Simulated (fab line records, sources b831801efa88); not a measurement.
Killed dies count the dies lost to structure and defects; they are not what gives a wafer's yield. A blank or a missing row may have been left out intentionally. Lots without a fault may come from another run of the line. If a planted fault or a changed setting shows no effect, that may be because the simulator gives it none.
Comparing a struck lot with a sound one || flow sky130 || 44 steps out of a route of 708
Sound: wafers L307.1, L307.2, L307.5. Struck: wafer L318.2 (L318.4, L318.5, from the same lot, were not struck and are left out); the cause is given at the end.
At each step with rows: each side's tool, then ch and its chambers, then its first start. Under that, the readings that differ: sound wafers || struck wafers || difference of the means || sigmas: that difference in standard deviations of wafers without a fault.
alike: same words and numbers on both sides, and readings whose means sit less than 2 such deviations apart. not compared: any withheld reading, any reading some wafer has no value for, any bound like >300 that may hide the same value, and any number with overlapping values for which the record gives no deviation.
A row with sigmas, a row that says differs or no value, or rows on one side alone: a step with any of these is where the two part. Non-overlapping numbers with no deviation appear without sigmas and do not part them. A reading that every wafer of one side lacks parts them only if that side has two wafers or more.

first, 1 step without rows for these wafers: SKY_VIA3_SPUTTER_20 (material TiN, target thk 20 nm, time 80 s).
SKY_VIA3_CVD_21: deposits W, target thk 390 nm, time 117.31 s.
  sound on cvd w-01 ch 0,1, day 40 13:36; struck on cvd w-02 ch 1, day 43 15:08
  alike: heater power w
SKY_VIA3_RS_MEAS_22: measurement is done with a four-point probe.
  sound: film metro-01 at day 40 13:43; struck: film metro-04 at day 43 15:16
  alike: VIA3_W_RS
SKY_VIA3_THK_MEAS_23: measures by xrf.
  sound: film metro-01 at day 40 13:50; struck: film metro-04 at day 43 15:23
  alike: VIA3_W_THK
then, 4 steps without rows for these wafers: SKY_VIA3_CMP_24 (polishes, stops on SiO2, t overpolish 20 s, target thk 0 nm); SKY_METAL4_SPUTTER_00 (material Ti, target thk 15 nm, time 10 s); SKY_METAL4_SPUTTER_01 (material TiN, target thk 20 nm, time 16.7 s); SKY_METAL4_SPUTTER_02 (material AlCu, target thk 735 nm, time 40.79 s).
SKY_METAL4_SPUTTER_03: material Ti, target thk 5 nm, time 3.3 s.
  sound: pvd sputter-04 at day 40 14:26; struck: pvd sputter-04 at day 43 15:49
  alike: throttle valve pct
SKY_METAL4_SPUTTER_04: material TiN, target thk 70 nm, time 58.3 s.
  sound: pvd sputter-04 at day 40 14:28; struck: pvd sputter-04 at day 43 15:50
  alike: throttle valve pct
then, 1 step without rows for these wafers: SKY_CAP2M_CVD_00 (deposits SiO2, target thk 15.5 nm).
SKY_CAP2M_THK_MEAS_01:
  sound: film metro-04 at day 40 14:32; struck: film metro-04 at day 43 15:56
  alike: CAP2M_CVD_00_THK
SKY_CAP2M_SPUTTER_02: material TiN, target thk 200 nm, time 166.7 s.
  sound: pvd sputter-03 at day 40 14:35; struck: pvd sputter-03 at day 43 15:59
{"reading": "model.TiN_of_CAP2M_SPUTTER_02.thk nm (nm)", "sound": "201.2 198.9 200.4", "struck": 90.6, "difference": -109.6, "sigmas": ""}
  alike: throttle valve pct
SKY_CAP2M_RS_MEAS_03: measurement is done with a four-point probe.
  sound: film metro-01 at day 40 14:42; struck: film metro-04 at day 43 16:07
{"reading": "CAP2M_TIN_RS (ohm/sq)", "sound": "6.86 6.95 6.90", "struck": 15.64, "difference": "+8.74", "sigmas": "+99 or more"}
SKY_CAP2M_THK_MEAS_04: measures by xrf.
  sound: film metro-01 at day 40 14:49; struck: film metro-04 at day 43 16:13
{"reading": "CAP2M_TIN_THK (nm)", "sound": "201.4 198.8 200.8", "struck": 89.5, "difference": -110.8, "sigmas": -41}
then, 7 steps without rows for these wafers: SKY_CAP2M_DEHYDRATE_05 (time 60 s); SKY_CAP2M_HMDS_06 (prime time 60 s); SKY_CAP2M_COAT_07 (resist thk 1140 nm); SKY_CAP2M_SOFTBAKE_08 (time 60 s); SKY_CAP2M_EXPOSE_09 (exposes mask CAP2M, target cd 1000 nm); SKY_CAP2M_PEB_10; SKY_CAP2M_DEVELOP_11 (develop time 60 s).
SKY_CAP2M_OVL_MEAS_12:
  sound: overlay-02 at day 41 14:26; struck: overlay-02 at day 44 14:11
  alike: CAP2M_OVL
SKY_CAP2M_METAL_ETCH_13: etches TiN in Cl2/BCl3, stops on SiO2, target depth 220 nm, time 62.9 s.
  sound on rie metal-04 ch 0,1, day 41 14:28; struck on rie metal-04 ch 0, day 44 14:13
{"reading": "oes product au (a.u.)", "sound": "0.947 0.939 0.935", "struck": 0.639, "difference": -0.301, "sigmas": -37}
{"reading": "throttle valve pct (%)", "sound": "21.907 21.913 21.894", "struck": 22.098, "difference": "+0.193", "sigmas": "+20"}
  alike: drypump motor current A
  not compared: rf hours counter h
then, 12 steps without rows for these wafers: SKY_CAP2M_STRIP_14 (strips in O2/N2); SKY_CAP2M_STRIP_15 (strips in post etch residue remover, time 1200 s); SKY_CAP2M_CLEAN_16 (cleans in IPA, time 180 s); SKY_CAP2M_CLEAN_17 (cleans in O3/DIW); SKY_METAL4_DEHYDRATE_05 (time 60 s); SKY_METAL4_HMDS_06 (prime time 60 s); SKY_METAL4_COAT_07 (resist thk 60 nm); SKY_METAL4_COAT_08 (resist thk 1140 nm); SKY_METAL4_SOFTBAKE_09 (time 90 s); SKY_METAL4_EXPOSE_10 (exposes mask MM4, target cd 300 nm); SKY_METAL4_PEB_11; SKY_METAL4_DEVELOP_12 (develop time 60 s).
SKY_METAL4_CD_MEAS_13 targets a cd of 300 nm.
  sound: cd sem-01 at day 42 14:20; struck: cd sem-01 at day 45 12:31
  alike: cd nm
SKY_METAL4_OVL_MEAS_14:
  sound: overlay-01 at day 42 14:28; struck: overlay-01 at day 45 12:37
  alike: METAL4_OVL
then, 1 step without rows for these wafers: SKY_METAL4_DESCUM_15 (chemistry O2, time 8 s).
SKY_METAL4_ETCH_16: etches BARC in N2/H2, stops on SiO2, time 88.2 s, target depth 60 nm.
  sound on rie metal-02 ch 0,1, day 42 14:31; struck on rie metal-03 ch 0, day 45 12:41
  alike: drypump motor current A, n2 flow sccm, oes product au, throttle valve pct
  not compared: rf hours counter h
then, 1 step without rows for these wafers: SKY_METAL4_ETCH_17 (etches SiO2 in C4F8/O2/Ar, stops on TiN, time 3.9 s, target depth 15 nm).
SKY_METAL4_METAL_ETCH_18: etches the open film in Cl2/BCl3, stops on SiO2, target depth 845 nm, time 183.1 s.
  sound on rie metal-01 ch 0,1, day 42 14:41; struck on rie metal-01 ch 0, day 45 12:47
  alike: drypump motor current A, oes product au, throttle valve pct
  not compared: rf hours counter h
SKY_METAL4_STRIP_20: strips in post etch residue remover, time 1200 s.
  sound on wet bench-04 ch 2, day 42 14:58; struck on wet bench-04 ch 3, day 45 13:04
{"reading": "model.TiN_of_CAP2M_SPUTTER_02.thk nm (nm)", "sound": "200.4 198 199.6", "struck": 89.76, "difference": -109.57, "sigmas": ""}
-- the record jumps here: 3 days lie between the struck wafers' starts before and after (it left off in module METAL4 and takes up again in module PAD_OPEN, whose first step shown is number 708 of the route) --
SKY_PAD_OPEN_PROBE_99:
  sound: prober-02 at day 46 11:40; struck: prober-01 at day 49 00:57
{"reading": "killed open", "sound": "49 56 46", "struck": 34, "difference": -16, "sigmas": -3}
{"reading": "model.etest.cap mim2.plate ohm sq", "sound": "6.01 6.041 5.997", "struck": 13.28, "difference": "+7.26", "sigmas": ""}
{"reading": "model.etest.cap mim2.bv v (V)", "sound": "14.03 14.09 14.08", "struck": 10.67, "difference": -3.40, "sigmas": ""}
{"reading": "model.etest.cap mim2.leak log10 a cm2", "sound": "-9.006 -8.958 -9.127", "struck": -7.64, "difference": "+1.39", "sigmas": ""}
  alike: defect limited yield, killed_at_M0_to_M3, killed_at_M4_up, killed at contacts, killed at front end, killed at other, killed dies, killed on rim, killed short, sort_bin_3_pad_short, sort_bin_5_function, sort_bin_6_memory, sort n pass, sort yield pct

WHERE THEY PART
Last at SKY_PAD_OPEN_PROBE_99 as far as this record goes, first at SKY_CAP2M_RS_MEAS_03.

WHY: what had been put in by the simulator
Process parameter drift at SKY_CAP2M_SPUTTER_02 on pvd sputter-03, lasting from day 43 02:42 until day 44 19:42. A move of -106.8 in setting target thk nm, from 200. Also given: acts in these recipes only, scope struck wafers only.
